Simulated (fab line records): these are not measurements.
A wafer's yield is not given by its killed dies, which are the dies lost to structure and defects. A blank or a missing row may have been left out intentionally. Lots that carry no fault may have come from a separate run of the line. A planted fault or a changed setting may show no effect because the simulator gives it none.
fab line records	flow gf180mcu
record lots=24	wafers=72	last-day=34
route steps=602 shown M3@426 V3@450 M4@456 V4@493 MIM@506
lots untouched by any fault: they come from a run of this same line in which no faults occurred
start-h: hours from the record's opening day to when the first of the lot's shown wafers began	wait-h: time in hours since the lot's previous step	" repeats the value in the row above	L1.1+2: a row that stands for several wafers	- no value, or no start was given	* or withheld: withheld	< > ~ a bound
route shown NAME@n: a module of which the file shows steps, and the number in the route of the first	usual: mean/standard deviation of fault-free wafers	same: alike in all rows	chamber/n: place in a boat	sites: the reading at each site	_std_site: the values' standard deviation	_edge_site: outer sites' mean less inner sites'	radius-mm: for every site, how far away it sits from the centre of the wafer	mask NAME#n: copy n	behind: the most recent tool/chamber to have shaped the wafer	hold: why the lot went on hold/how many hours it stayed there/how the hold came to an end	device: names the non-switching transistor (n, p or np)	end of line: tests of these same wafers at the route's end	a step without rows: its recipe alone	killed: dies that structure and defects cost at the first sort, which is not the same as the wafer's yield	map: shows each die of a wafer: x if killed, . if not, _ if none is there
set.NAME: the run value of the setting; set.NAME@STEP: its run value at that earlier step	model.NAME: the simulator's own value behind a step, which no gauge read
one table for each step of the route and one row for each wafer, over a sample of lots
services: when a tool's chamber went out of use (start-h, in hours from the record's first day, below 0 if earlier), for how many hours, and the reason
## steps
# step GF_M3_STRIP_17
# recipe chemistry=O2/N2	power-w=1400	pressure-mtorr=1500	platen-temp-c=250	o2-flow-sccm=3000	n2-flow-sccm=300	overash-fraction=0.5
# usual drypump-motor-current-A=5.8/0.48	heater-power-w=346/18	oes-product-au=0.558/0.0053	strip-time-to-endpoint-s=7.87/0.07
lot.wafer	tool	chamber	start-h	wait-h	drypump-motor-current-A	heater-power-w	oes-product-au	rf-hours-counter-h	strip-time-to-endpoint-s
L074.3	plasma-asher-04	1	489.42	0.1	5.4	351	0.558	-	7.83
L074.5	"	0	"	"	5.6	333	0.565	-	7.94
L074.6	"	1	"	"	5.4	342	0.551	-	7.85
L075.1	plasma-asher-02	1	502.37	0.1	5.6	365	0.558	8	7.84
L075.3	"	1	"	"	5.6	371	0.560	-	7.83
L075.4	"	0	"	"	6.6	341	0.555	-	7.94
L076.2	plasma-asher-04	0	506.41	0.1	5.7	331	0.556	40	7.94
L076.3	"	1	"	"	5.4	360	0.558	-	7.89
L076.6	"	0	"	"	5.7	327	0.555	-	7.84
L077.2	plasma-asher-04	1	520.32	0.1	5.4	346	0.556	42	7.86
L077.3	"	0	"	"	5.6	324	0.562	-	7.95
L077.5	"	1	"	"	5.4	350	0.558	-	7.95
L078.4	plasma-asher-04	0	535.55	0.1	5.7	330	0.559	-	7.69
L078.5	"	1	"	"	5.4	361	0.554	-	7.83
L078.6	"	0	"	"	5.6	332	0.562	-	7.71
L079.1	plasma-asher-04	1	537.40	0.1	5.4	353	0.549	44	7.82
L079.3	"	1	"	"	5.4	351	0.555	-	7.81
L079.4	"	0	"	"	5.7	333	0.548	-	7.74
L080.1	plasma-asher-02	0	548.99	0.1	6.6	334	0.558	13	7.84
L080.3	"	0	"	"	6.6	337	0.541	-	7.82
L080.5	"	0	"	"	6.6	335	0.564	-	7.89
L081.3	plasma-asher-01	1	552.84	0.1	5.1	343	0.560	-	7.95
L081.5	"	0	"	"	5.7	311	0.564	-	8.01
L081.6	"	1	"	"	5.1	339	0.555	-	7.94
L082.3	plasma-asher-04	1	561.94	0.1	5.4	355	0.560	-	7.90
L082.5	"	0	"	"	5.7	331	0.556	-	7.75
L082.6	"	1	"	"	5.3	352	0.560	-	7.90
L083.1	plasma-asher-02	0	564.16	0.1	6.6	335	0.563	14	7.89
L083.3	"	0	"	"	6.6	330	0.558	-	7.81
L083.6	"	1	"	"	5.6	364	0.549	-	7.85
L084.1	plasma-asher-04	1	580.27	0.1	5.4	355	0.567	48	7.94
L084.2	"	0	"	"	5.7	337	0.558	48	7.90
L084.5	"	1	"	"	5.4	359	0.560	-	7.87
L085.1	plasma-asher-01	0	593.91	0.1	5.7	317	0.550	82	7.82
L085.4	"	1	"	"	5.1	344	0.557	-	7.83
L085.5	"	1	"	"	5.1	337	0.560	-	7.82
L086.3	plasma-asher-02	0	596.75	0.1	6.6	328	0.553	-	7.81
L086.4	"	1	"	"	5.6	372	0.560	-	7.94
L086.6	"	0	"	"	6.6	340	0.558	-	7.85
L087.2	plasma-asher-02	0	605.15	0.1	6.6	338	0.561	19	7.91
L087.3	"	0	"	"	6.6	342	0.564	-	7.92
L087.6	"	1	"	"	5.6	385	0.552	-	7.96
L088.2	plasma-asher-02	1	612.99	0.1	5.6	369	0.565	19	7.94
L088.4	"	1	"	"	5.6	375	0.560	-	7.95
L088.5	"	1	"	"	5.6	371	0.563	-	7.98
L089.4	plasma-asher-02	0	622.97	0.1	6.6	327	0.550	-	7.78
L089.5	"	0	"	"	6.6	341	0.558	-	7.77
L089.6	"	1	"	"	5.6	374	0.565	-	7.79
L090.3	plasma-asher-02	1	628.89	0.1	5.6	363	0.555	-	7.79
L090.5	"	1	"	"	5.6	379	0.564	-	7.85
L090.6	"	0	"	"	6.6	323	0.557	-	7.80
L091.1	plasma-asher-04	1	633.52	0.1	5.4	355	0.557	54	7.86
L091.4	"	0	"	"	5.7	335	0.559	-	7.86
L091.5	"	0	"	"	5.7	336	0.551	-	7.85
L092.3	plasma-asher-04	1	639.84	0.1	5.4	358	0.559	-	7.92
L092.4	"	0	"	"	5.6	324	0.566	-	7.92
L092.6	"	1	"	"	5.4	347	0.560	-	7.86
L093.2	plasma-asher-04	0	644.20	0.1	5.7	329	0.554	55	7.83
L093.4	"	1	"	"	5.4	346	0.546	-	7.80
L093.5	"	0	"	"	5.7	328	0.567	-	7.82
L094.2	plasma-asher-02	1	653.74	0.1	5.6	380	0.551	24	7.74
L094.3	"	1	"	"	5.6	374	0.560	-	7.91
L094.4	"	0	"	"	6.6	331	0.561	-	7.76
L095.2	plasma-asher-04	1	657.77	0.1	5.4	352	0.565	57	7.92
L095.5	"	0	"	"	5.7	334	0.564	-	7.93
L095.6	"	1	"	"	5.4	347	0.562	-	7.90
L096.1	plasma-asher-02	0	666.42	0.1	6.6	328	0.567	25	7.88
L096.2	"	1	"	"	5.6	373	0.559	25	7.88
L096.3	"	1	"	"	5.6	376	0.558	-	7.87
L097.2	plasma-asher-02	1	674.12	0.1	5.6	384	0.563	26	7.99
L097.5	"	1	"	"	5.6	366	0.566	-	7.96
L097.6	"	0	"	"	6.6	332	0.558	-	7.95
# step GF_V3_SPUTTER_21
# recipe material=Ti	target-thk-nm=15	chamber-pressure-pa=5	power-w=2500	substrate-temp-c=200	time-s=80.02
# usual cathode-dc-power-W=2500.0/0.46	throttle-valve-pct=30.1/0.63
lot.wafer	tool	chamber	start-h	wait-h	cathode-dc-power-W	throttle-valve-pct
L074.3	pvd-sputter-02	-	515.47	0.0	2499.9	30.1
L074.5	"	-	"	"	2499.9	29.9
L074.6	"	-	"	"	2500.4	31.0
L075.1	pvd-sputter-03	-	527.92	0.0	2499.6	29.2
L075.3	"	-	"	"	2501.0	30.6
L075.4	"	-	"	"	2500.9	29.5
L076.2	pvd-sputter-04	-	531.98	0.0	2499.5	30.5
L076.3	"	-	"	"	2499.5	28.6
L076.6	"	-	"	"	2499.6	30.7
L077.2	pvd-sputter-03	-	545.13	0.0	2498.9	29.6
L077.3	"	-	"	"	2500.5	30.4
L077.5	"	-	"	"	2500.7	29.4
L078.4	pvd-sputter-04	-	559.95	0.0	2499.8	30.5
L078.5	"	-	"	"	2500.0	30.7
L078.6	"	-	"	"	2500.5	28.7
L079.1	pvd-sputter-03	-	561.85	0.0	2500.8	30.3
L079.3	"	-	"	"	2499.9	29.3
L079.4	"	-	"	"	2499.5	30.8
L080.1	pvd-sputter-04	-	573.10	0.0	2500.3	28.4
L080.3	"	-	"	"	2500.3	30.9
L080.5	"	-	"	"	2499.6	30.3
L081.3	pvd-sputter-02	-	576.45	0.0	2500.2	30.1
L081.5	"	-	"	"	2499.9	31.2
L081.6	"	-	"	"	2500.1	30.2
L082.3	pvd-sputter-04	-	585.69	0.0	2499.8	30.9
L082.5	"	-	"	"	2500.2	29.8
L082.6	"	-	"	"	2499.9	30.3
L083.1	pvd-sputter-04	-	587.85	0.0	2500.2	28.5
L083.3	"	-	"	"	2501.1	30.9
L083.6	"	-	"	"	2499.8	30.0
L084.1	pvd-sputter-03	-	603.75	0.0	2499.5	30.0
L084.2	"	-	"	"	2500.2	30.5
L084.5	"	-	"	"	2499.6	30.0
L085.1	pvd-sputter-03	-	616.35	0.0	2499.9	29.2
L085.4	"	-	"	"	2499.8	30.2
L085.5	"	-	"	"	2499.1	29.2
L086.3	pvd-sputter-02	-	619.62	0.0	2500.4	31.1
L086.4	"	-	"	"	2500.5	30.0
L086.6	"	-	"	"	2500.7	30.9
L087.2	pvd-sputter-02	-	628.39	0.0	2500.0	31.2
L087.3	"	-	"	"	2499.4	30.0
L087.6	"	-	"	"	2500.0	30.2
L088.2	pvd-sputter-02	-	635.30	0.0	2499.4	30.2
L088.4	"	-	"	"	2500.0	30.1
L088.5	"	-	"	"	2499.6	30.2
L089.4	pvd-sputter-04	-	644.99	0.0	2499.6	30.2
L089.5	"	-	"	"	2500.0	30.0
L089.6	"	-	"	"	2499.7	30.6
L090.3	pvd-sputter-03	-	650.60	0.0	2499.1	30.4
L090.5	"	-	"	"	2499.9	29.2
L090.6	"	-	"	"	2500.4	30.5
L091.1	pvd-sputter-02	-	655.37	0.0	2500.3	31.0
L091.4	"	-	"	"	2500.1	30.2
L091.5	"	-	"	"	2499.8	30.5
L092.3	pvd-sputter-02	-	660.98	0.0	2499.6	31.1
L092.4	"	-	"	"	2499.7	30.1
L092.6	"	-	"	"	2500.7	30.2
L093.2	pvd-sputter-02	-	665.98	0.0	2500.5	30.0
L093.4	"	-	"	"	2500.1	31.1
L093.5	"	-	"	"	2500.2	31.0
L094.2	pvd-sputter-02	-	675.02	0.0	2499.7	29.9
L094.3	"	-	"	"	2500.2	30.3
L094.4	"	-	"	"	2500.3	29.9
L095.2	pvd-sputter-02	-	679.34	0.0	2500.1	29.8
L095.5	"	-	"	"	2500.5	31.1
L095.6	"	-	"	"	2500.1	29.8
L096.1	pvd-sputter-02	-	687.83	0.0	2499.0	29.5
L096.2	"	-	"	"	2499.8	30.2
L096.3	"	-	"	"	2500.6	30.9
L097.2	pvd-sputter-03	-	694.88	0.0	2499.9	29.3
L097.5	"	-	"	"	2500.2	30.0
L097.6	"	-	"	"	2500.3	30.7
# step GF_M4_SPUTTER_00
# recipe material=Ti	target-thk-nm=37.5	arriving-ion-energy-ev=80	substrate-temp-c=200	chamber-pressure-pa=2	power-w=4000	time-s=150
# usual cathode-dc-power-W=4000.0/0.75	throttle-valve-pct=29.9/0.75
lot.wafer	tool	chamber	start-h	wait-h	cathode-dc-power-W	throttle-valve-pct
L074.3	pvd-sputter-01	-	516.16	0.1	3999.2	31.1
L074.5	"	-	"	"	3999.5	30.2
L074.6	"	-	"	"	4000.2	28.8
L075.1	pvd-sputter-02	-	528.61	0.2	3999.8	30.0
L075.3	"	-	"	"	3998.8	30.2
L075.4	"	-	"	"	3999.3	31.0
L076.2	pvd-sputter-02	-	532.67	0.2	4000.3	30.0
L076.3	"	-	"	"	3999.6	29.8
L076.6	"	-	"	"	3999.8	29.9
L077.2	pvd-sputter-02	-	545.83	0.2	3999.9	30.3
L077.3	"	-	"	"	3999.3	30.2
L077.5	"	-	"	"	3999.9	30.1
L078.4	pvd-sputter-02	-	560.79	0.2	3999.8	31.0
L078.5	"	-	"	"	3998.9	30.1
L078.6	"	-	"	"	3999.2	29.9
L079.1	pvd-sputter-02	-	562.68	0.2	4000.3	31.1
L079.3	"	-	"	"	4001.8	30.1
L079.4	"	-	"	"	4000.4	30.1
L080.1	pvd-sputter-02	-	573.79	0.1	4000.4	31.0
L080.3	"	-	"	"	3999.2	30.1
L080.5	"	-	"	"	3999.0	31.0
L081.3	pvd-sputter-01	-	577.32	0.1	4002.0	30.5
L081.5	"	-	"	"	4000.4	30.7
L081.6	"	-	"	"	4000.2	29.0
L082.3	pvd-sputter-01	-	586.38	0.2	3999.1	30.6
L082.5	"	-	"	"	3999.3	28.7
L082.6	"	-	"	"	4000.1	28.7
L083.1	pvd-sputter-03	-	588.54	0.1	4000.4	30.9
L083.3	"	-	"	"	4000.9	30.5
L083.6	"	-	"	"	3999.1	30.5
L084.1	pvd-sputter-01	-	604.44	0.2	4000.1	30.1
L084.2	"	-	"	"	4000.6	30.8
L084.5	"	-	"	"	4000.3	30.0
L085.1	pvd-sputter-01	-	617.14	0.2	4000.9	30.9
L085.4	"	-	"	"	4000.6	29.9
L085.5	"	-	"	"	3999.4	28.9
L086.3	pvd-sputter-03	-	620.31	0.1	3999.2	29.4
L086.4	"	-	"	"	4000.5	30.7
L086.6	"	-	"	"	4001.1	30.5
L087.2	pvd-sputter-01	-	629.08	0.1	4000.6	28.9
L087.3	"	-	"	"	3999.3	30.3
L087.6	"	-	"	"	3999.8	30.8
L088.2	pvd-sputter-03	-	635.99	0.2	3999.3	30.6
L088.4	"	-	"	"	3999.7	30.5
L088.5	"	-	"	"	4001.4	29.2
L089.4	pvd-sputter-02	-	645.68	0.2	4001.0	30.1
L089.5	"	-	"	"	3999.7	30.0
L089.6	"	-	"	"	4001.3	30.2
L090.3	pvd-sputter-01	-	651.34	0.1	3998.9	28.8
L090.5	"	-	"	"	4000.2	30.7
L090.6	"	-	"	"	3999.1	29.2
L091.1	pvd-sputter-01	-	656.06	0.1	3998.9	28.6
L091.4	"	-	"	"	3999.1	30.8
L091.5	"	-	"	"	4001.1	28.7
L092.3	pvd-sputter-01	-	661.67	0.2	3999.5	30.3
L092.4	"	-	"	"	3999.7	30.7
L092.6	"	-	"	"	3999.5	30.6
L093.2	pvd-sputter-01	-	666.67	0.1	4001.5	30.0
L093.4	"	-	"	"	3999.7	30.6
L093.5	"	-	"	"	4000.5	28.9
L094.2	pvd-sputter-03	-	675.71	0.1	3999.6	29.1
L094.3	"	-	"	"	4000.6	28.9
L094.4	"	-	"	"	3998.5	30.5
L095.2	pvd-sputter-01	-	680.04	0.2	4000.7	29.1
L095.5	"	-	"	"	3999.9	29.0
L095.6	"	-	"	"	4000.3	29.0
L096.1	pvd-sputter-01	-	688.52	0.1	4000.4	30.2
L096.2	"	-	"	"	3999.6	28.7
L096.3	"	-	"	"	3998.9	28.9
L097.2	pvd-sputter-03	-	695.57	0.1	4000.8	29.2
L097.5	"	-	"	"	3999.2	29.3
L097.6	"	-	"	"	4000.0	29.5
# step GF_V4_ETCH_17
# recipe chemistry=C4F8/O2/Ar	mask-material=KrF	target=SiO2	stop-on=TiN	source-w=1500	bias-w=1200	pressure-mtorr=40	c4f8-flow-sccm=withheld	O2_flow_sccm=6	Ar_flow_sccm=300	time-s=withheld	target-depth-a=6300
# usual oes-product-au=0.856/0.0045
lot.wafer	tool	chamber	start-h	wait-h	oes-product-au
L074.3	rie-diel-01	3	-	-	0.869
L074.5	"	3	"	"	0.858
L074.6	"	0	"	"	0.854
L075.1	rie-diel-03	1	-	-	0.859
L075.3	"	0	"	"	0.866
L075.4	"	2	"	"	0.854
L076.2	rie-diel-03	1	-	-	0.859
L076.3	"	3	"	"	0.855
L076.6	"	3	"	"	0.852
L077.2	rie-diel-01	0	-	-	0.861
L077.3	"	1	"	"	0.858
L077.5	"	0	"	"	0.859
L078.4	rie-diel-02	0	-	-	0.847
L078.5	"	1	"	"	0.859
L078.6	"	2	"	"	0.855
L079.1	rie-diel-01	3	-	-	0.854
L079.3	"	0	"	"	0.859
L079.4	"	2	"	"	0.856
L080.1	rie-diel-03	2	-	-	0.856
L080.3	"	1	"	"	0.857
L080.5	"	3	"	"	0.854
L081.3	rie-diel-02	2	-	-	0.858
L081.5	"	0	"	"	0.857
L081.6	"	3	"	"	0.850
L082.3	rie-diel-03	0	-	-	0.852
L082.5	"	0	"	"	0.857
L082.6	"	1	"	"	0.855
L083.1	rie-diel-02	1	-	-	0.861
L083.3	"	2	"	"	0.859
L083.6	"	0	"	"	0.863
L084.1	rie-diel-03	0	-	-	0.857
L084.2	"	3	"	"	0.849
L084.5	"	3	"	"	0.862
L085.1	rie-diel-02	3	-	-	0.862
L085.4	"	2	"	"	0.854
L085.5	"	0	"	"	0.858
L086.3	rie-diel-02	1	-	-	0.856
L086.4	"	1	"	"	0.858
L086.6	"	2	"	"	0.859
L087.2	rie-diel-02	2	-	-	0.855
L087.3	"	1	"	"	0.856
L087.6	"	1	"	"	0.856
L088.2	rie-diel-02	0	-	-	0.862
L088.4	"	3	"	"	0.867
L088.5	"	3	"	"	0.860
L089.4	rie-diel-01	0	-	-	0.850
L089.5	"	1	"	"	0.856
L089.6	"	0	"	"	0.857
L090.3	rie-diel-03	3	-	-	0.851
L090.5	"	2	"	"	0.857
L090.6	"	1	"	"	0.852
L091.1	rie-diel-03	2	-	-	0.861
L091.4	"	1	"	"	0.863
L091.5	"	1	"	"	0.857
L092.3	rie-diel-03	0	-	-	0.853
L092.4	"	1	"	"	0.851
L092.6	"	2	"	"	0.856
L093.2	rie-diel-03	2	-	-	0.855
L093.4	"	3	"	"	0.860
L093.5	"	1	"	"	0.853
L094.2	rie-diel-03	2	-	-	0.850
L094.3	"	2	"	"	0.854
L094.4	"	1	"	"	0.857
L095.2	rie-diel-01	2	-	-	0.858
L095.5	"	0	"	"	0.858
L095.6	"	1	"	"	0.858
L096.1	rie-diel-03	2	-	-	0.851
L096.2	"	3	"	"	0.855
L096.3	"	0	"	"	0.858
L097.2	rie-diel-03	1	-	-	0.861
L097.5	"	0	"	"	0.851
L097.6	"	1	"	"	0.858
# step GF_V4_STRIP_18
# recipe chemistry=O2/N2	power-w=1400	pressure-mtorr=1500	platen-temp-c=250	o2-flow-sccm=3000	n2-flow-sccm=300	overash-fraction=0.5
# usual drypump-motor-current-A=5.52/0.3	heater-power-w=329/15	oes-product-au=0.593/0.0051
lot.wafer	tool	chamber	start-h	wait-h	drypump-motor-current-A	heater-power-w	oes-product-au	rf-hours-counter-h
L074.3	plasma-asher-03	1	563.26	-	5.98	310	0.587	-
L074.5	"	0	"	"	5.22	330	0.591	-
L074.6	"	1	"	"	5.97	308	0.593	-
L075.1	plasma-asher-03	1	575.02	-	5.96	313	0.593	93
L075.3	"	0	"	"	5.23	330	0.588	-
L075.4	"	1	"	"	5.98	306	0.588	-
L076.2	plasma-asher-04	1	579.66	-	5.36	351	0.595	48
L076.3	"	1	"	"	5.38	351	0.595	-
L076.6	"	1	"	"	5.36	351	0.592	-
L077.2	plasma-asher-04	1	591.36	-	5.38	344	0.594	50
L077.3	"	0	"	"	5.65	322	0.592	-
L077.5	"	1	"	"	5.39	355	0.596	-
L078.4	plasma-asher-04	0	605.37	-	5.66	339	0.593	-
L078.5	"	0	"	"	5.67	334	0.596	-
L078.6	"	1	"	"	5.39	350	0.595	-
L079.1	plasma-asher-01	0	607.54	-	5.67	303	0.584	84
L079.3	"	0	"	"	5.69	330	0.593	-
L079.4	"	1	"	"	5.07	337	0.585	-
L080.1	plasma-asher-03	0	618.04	-	5.25	329	0.598	97
L080.3	"	1	"	"	5.95	314	0.586	-
L080.5	"	0	"	"	5.20	324	0.598	-
L081.3	plasma-asher-01	1	621.16	-	5.09	343	0.591	-
L081.5	"	1	"	"	5.08	347	0.595	-
L081.6	"	0	"	"	5.68	319	0.592	-
L082.3	plasma-asher-04	1	629.72	-	5.37	351	0.602	-
L082.5	"	1	"	"	5.37	352	0.593	-
L082.6	"	0	"	"	5.70	319	0.591	-
L083.1	plasma-asher-03	1	631.98	-	5.97	314	0.591	98
L083.3	"	1	"	"	5.97	306	0.596	-
L083.6	"	1	"	"	5.98	302	0.596	-
L084.1	plasma-asher-03	0	647.92	-	5.25	324	0.592	100
L084.2	"	1	"	"	5.97	309	0.588	100
L084.5	"	1	"	"	5.94	308	0.600	-
L085.1	plasma-asher-01	1	659.33	-	5.08	333	0.597	89
L085.4	"	1	"	"	5.07	333	0.589	-
L085.5	"	1	"	"	5.07	343	0.591	-
L086.3	plasma-asher-03	1	662.20	-	5.97	306	0.595	-
L086.4	"	0	"	"	5.22	326	0.593	-
L086.6	"	1	"	"	5.98	318	0.600	-
L087.2	plasma-asher-04	1	670.72	-	5.38	349	0.595	58
L087.3	"	0	"	"	5.67	333	0.591	-
L087.6	"	1	"	"	5.39	349	0.602	-
L088.2	plasma-asher-04	1	677.61	-	5.38	356	0.603	59
L088.4	"	1	"	"	5.38	357	0.591	-
L088.5	"	0	"	"	5.68	322	0.589	-
L089.4	plasma-asher-03	0	685.70	-	5.25	322	0.589	-
L089.5	"	1	"	"	5.98	300	0.601	-
L089.6	"	0	"	"	5.18	322	0.591	-
L090.3	plasma-asher-03	1	692.50	-	5.99	310	0.591	-
L090.5	"	1	"	"	5.98	316	0.594	-
L090.6	"	0	"	"	5.22	326	0.586	-
L091.1	plasma-asher-04	0	695.67	-	5.65	329	0.596	59
L091.4	"	1	"	"	5.39	353	0.596	-
L091.5	"	0	"	"	5.68	325	0.586	-
L092.3	plasma-asher-04	0	701.85	-	5.66	336	0.595	-
L092.4	"	1	"	"	5.39	356	0.586	-
L092.6	"	0	"	"	5.64	339	0.589	-
L093.2	plasma-asher-03	0	705.57	-	5.20	320	0.594	106
L093.4	"	1	"	"	5.98	308	0.589	-
L093.5	"	1	"	"	5.97	315	0.585	-
L094.2	plasma-asher-01	0	715.05	-	5.70	321	0.594	96
L094.3	"	0	"	"	5.71	314	0.587	-
L094.4	"	1	"	"	5.08	348	0.583	-
L095.2	plasma-asher-01	0	718.71	-	5.69	311	0.596	96
L095.5	"	1	"	"	5.09	338	0.590	-
L095.6	"	0	"	"	5.71	313	0.600	-
L096.1	plasma-asher-04	1	726.81	-	5.39	357	0.602	63
L096.2	"	0	"	"	5.65	322	0.588	63
L096.3	"	0	"	"	5.62	336	0.594	-
L097.2	plasma-asher-04	0	733.33	-	5.69	330	0.591	64
L097.5	"	1	"	"	5.39	343	0.589	-
L097.6	"	0	"	"	5.68	333	0.597	-
# step GF_MIM_SPUTTER_03
# recipe material=Ti	target-thk-nm=10	substrate-temp-c=300	chamber-pressure-pa=0.3	power-w=3000	time-s=6.7
# usual cathode-dc-power-W=3000.0/0.5	throttle-valve-pct=29.8/0.75
lot.wafer	tool	chamber	start-h	wait-h	cathode-dc-power-W	throttle-valve-pct
L074.3	pvd-sputter-04	-	564.61	0.0	2999.6	28.6
L074.5	"	-	"	"	3000.2	28.5
L074.6	"	-	"	"	2999.6	30.3
L075.1	pvd-sputter-01	-	576.41	0.0	3000.0	30.8
L075.3	"	-	"	"	2999.0	29.0
L075.4	"	-	"	"	2999.4	30.7
L076.2	pvd-sputter-03	-	581.05	0.0	2999.9	30.9
L076.3	"	-	"	"	2999.4	29.0
L076.6	"	-	"	"	2999.5	30.9
L077.2	pvd-sputter-01	-	592.75	0.0	3000.1	30.4
L077.3	"	-	"	"	2999.7	28.8
L077.5	"	-	"	"	3000.5	30.3
L078.4	pvd-sputter-04	-	606.72	0.0	2999.6	30.0
L078.5	"	-	"	"	3000.1	28.6
L078.6	"	-	"	"	2999.1	30.7
L079.1	pvd-sputter-04	-	608.93	0.0	3000.0	30.2
L079.3	"	-	"	"	3000.4	30.9
L079.4	"	-	"	"	3000.2	30.3
L080.1	pvd-sputter-03	-	619.59	0.0	2999.7	29.3
L080.3	"	-	"	"	3001.3	29.8
L080.5	"	-	"	"	3000.1	30.4
L081.3	pvd-sputter-03	-	622.51	0.0	2999.9	29.3
L081.5	"	-	"	"	2999.4	30.2
L081.6	"	-	"	"	2999.0	30.4
L082.3	pvd-sputter-03	-	631.10	0.0	2999.8	30.0
L082.5	"	-	"	"	2999.6	29.1
L082.6	"	-	"	"	3000.2	29.2
L083.1	pvd-sputter-01	-	633.48	0.0	2999.9	28.9
L083.3	"	-	"	"	2999.5	30.7
L083.6	"	-	"	"	3000.0	30.5
L084.1	pvd-sputter-03	-	649.32	0.0	2999.9	30.4
L084.2	"	-	"	"	3000.7	29.0
L084.5	"	-	"	"	3000.8	30.5
L085.1	pvd-sputter-03	-	660.73	0.0	3000.4	30.3
L085.4	"	-	"	"	3000.6	30.1
L085.5	"	-	"	"	3000.0	30.5
L086.3	pvd-sputter-03	-	663.58	0.0	2999.7	30.3
L086.4	"	-	"	"	2999.1	29.5
L086.6	"	-	"	"	3000.6	30.2
L087.2	pvd-sputter-01	-	672.25	0.0	3000.4	30.2
L087.3	"	-	"	"	3000.5	28.9
L087.6	"	-	"	"	2999.2	28.9
L088.2	pvd-sputter-01	-	679.11	0.0	3000.4	29.0
L088.4	"	-	"	"	2999.8	28.9
L088.5	"	-	"	"	3000.8	29.9
L089.4	pvd-sputter-01	-	687.05	0.0	3000.3	29.0
L089.5	"	-	"	"	2999.9	28.9
L089.6	"	-	"	"	3000.4	30.1
L090.3	pvd-sputter-04	-	693.85	0.0	3000.2	28.6
L090.5	"	-	"	"	2999.7	30.8
L090.6	"	-	"	"	2999.5	30.0
L091.1	pvd-sputter-01	-	697.09	0.0	2999.9	29.0
L091.4	"	-	"	"	2999.7	30.6
L091.5	"	-	"	"	2999.4	29.0
L092.3	pvd-sputter-03	-	703.24	0.0	2999.9	30.6
L092.4	"	-	"	"	3000.0	29.3
L092.6	"	-	"	"	2999.6	30.4
L093.2	pvd-sputter-04	-	707.02	0.0	2999.6	30.4
L093.4	"	-	"	"	2998.6	28.4
L093.5	"	-	"	"	3000.1	30.6
L094.2	pvd-sputter-01	-	716.44	0.0	3001.1	28.9
L094.3	"	-	"	"	2999.5	30.1
L094.4	"	-	"	"	3000.1	30.1
L095.2	pvd-sputter-01	-	720.10	0.0	3000.4	29.1
L095.5	"	-	"	"	2999.6	30.1
L095.6	"	-	"	"	2999.8	29.0
L096.1	pvd-sputter-04	-	728.21	0.0	2999.3	30.9
L096.2	"	-	"	"	2999.7	30.5
L096.3	"	-	"	"	2999.5	29.7
L097.2	pvd-sputter-04	-	734.91	0.0	3000.8	28.7
L097.5	"	-	"	"	2999.5	29.9
L097.6	"	-	"	"	2999.9	30.4
## services
tool	chamber	start-h	hours	kind
plasma-asher-04	-	467.16	5.3	repair
pvd-sputter-03	-	467.82	54.3	repair
rie-diel-02	2	472.84	5.6	repair
rie-diel-03	1	480.12	6.5	repair
pvd-sputter-03	-	482.85	2.1	repair
rie-diel-03	-	496.66	1.2	repair
rie-diel-03	0	530.25	5.8	repair
rie-diel-03	-	531.49	2.8	pm
pvd-sputter-02	-	538.57	1.9	repair
pvd-sputter-02	-	583.33	1.9	repair
pvd-sputter-02	-	585.48	5.7	repair
rie-diel-03	3	597.52	3.3	repair
rie-diel-03	-	604.15	0.6	repair
pvd-sputter-02	-	639.49	3.2	repair
rie-diel-03	-	641.43	0.7	repair
rie-diel-03	3	669.23	5.5	repair
plasma-asher-04	-	678.82	14.6	pm
rie-diel-03	1	707.93	6.8	repair
pvd-sputter-03	-	711.67	0.9	repair
rie-diel-03	0	713.16	5.8	repair
rie-diel-03	3	714.38	5.1	repair
plasma-asher-03	-	717.83	4.0	pm
rie-diel-03	1	720.83	1.9	repair
plasma-asher-03	-	733.79	9.0	pm
## key
fault none
